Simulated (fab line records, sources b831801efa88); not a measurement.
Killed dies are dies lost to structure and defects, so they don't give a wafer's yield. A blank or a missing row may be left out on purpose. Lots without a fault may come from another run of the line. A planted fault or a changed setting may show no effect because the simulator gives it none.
One fault seen from 2 desks | flow sfq_line | each desk has only its own numbers; what lay behind them comes last

THE METROLOGY DESK
What the gauges read, lot by lot, whatever tool the lot ran on: means of the sampled wafers that have a number. A lot is out of limits, marked OUT, if its mean lies more than 4 standard deviations from the usual mean; the brackets give that distance.
Columns: A = M0_OVL at SFQ_M0_OVL_MEAS_906, usual -3 nm; B = I1_OVL at SFQ_I1_OVL_MEAS_913, usual 0 nm
lot  | first seen here | A   | B
L714 | day 5 20:53     | -5  | 6
L715 | day 6 02:53     | -10 | -1
L717 | day 6 13:42     | -8  | 2
L718 | day 6 19:41     | -3  | 9
L719 | day 7 01:29     | -5  | 3
L722 | day 8 07:27     | 0   | 11
L723 | day 8 11:03     | -11 | 2
L729 | day 9 21:30     | 2   | -15
L730 | day 10 01:06    | -11 | 3
L731 | day 10 04:42    | 5   | 0
L733 | day 10 17:54    | -9  | -1
L734 | day 10 22:42    | -3  | 0
L735 | day 11 07:06    | -6  | 1
L737 | day 11 16:42    | 3   | 2
This desk's finding: nothing out of limits on any of the 14 lots.

THE TOOL OWNER'S DESK: pecvd-02
The tool's own readings at SFQ_TRILAYER_I1_DEP_PECVD_045 (deposits SiO2 from SiH4/N2O, time 111.11 s, target thk 500 nm): means of the sampled wafers that have a number, for each lot that ran on this tool. A lot is out of limits, marked OUT, if its mean lies more than 4 standard deviations from the usual mean; the brackets give that distance.
Columns: A = heater_power_w at SFQ_TRILAYER_I1_DEP_PECVD_045, usual 86 W; B = run_length_s at SFQ_TRILAYER_I1_DEP_PECVD_045, usual 139.1 s; C = throttle_valve_pct at SFQ_TRILAYER_I1_DEP_PECVD_045, usual 24.1 %
lot  | first seen here | A  | B                | C
L715 | day 11 16:29    | 89 | 139.8            | 24.2
L719 | day 12 14:05    | 80 | 139.7            | 24.7
L729 | day 15 17:54    | 78 | 137.2            | 25.1
L730 | day 15 22:42    | 94 | 134.8 (-6.6) OUT | 24.4
This desk's finding: out of limits on L730; first on L730, day 15 22:42 (run_length_s at SFQ_TRILAYER_I1_DEP_PECVD_045). In limits: L715, L719, L729.

PUT TOGETHER
The tool owner's desk could have raised an alarm at day 15 22:42, on L730.
The metrology desk saw nothing out of limits.
The metrology desk has L730 on record, within its limits.
Of the lots named, all ran SFQ_TRILAYER_I1_DEP_PECVD_045 on pecvd-02.

WHAT THE SIMULATOR HAD PUT IN
Process parameter drift: pecvd-02, from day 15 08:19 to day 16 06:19, at SFQ_TRILAYER_I1_DEP_PECVD_045. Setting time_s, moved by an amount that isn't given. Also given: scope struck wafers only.
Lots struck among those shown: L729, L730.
Hours from the fault's start to each desk's first reading out of limits: the tool owner's desk, 14.
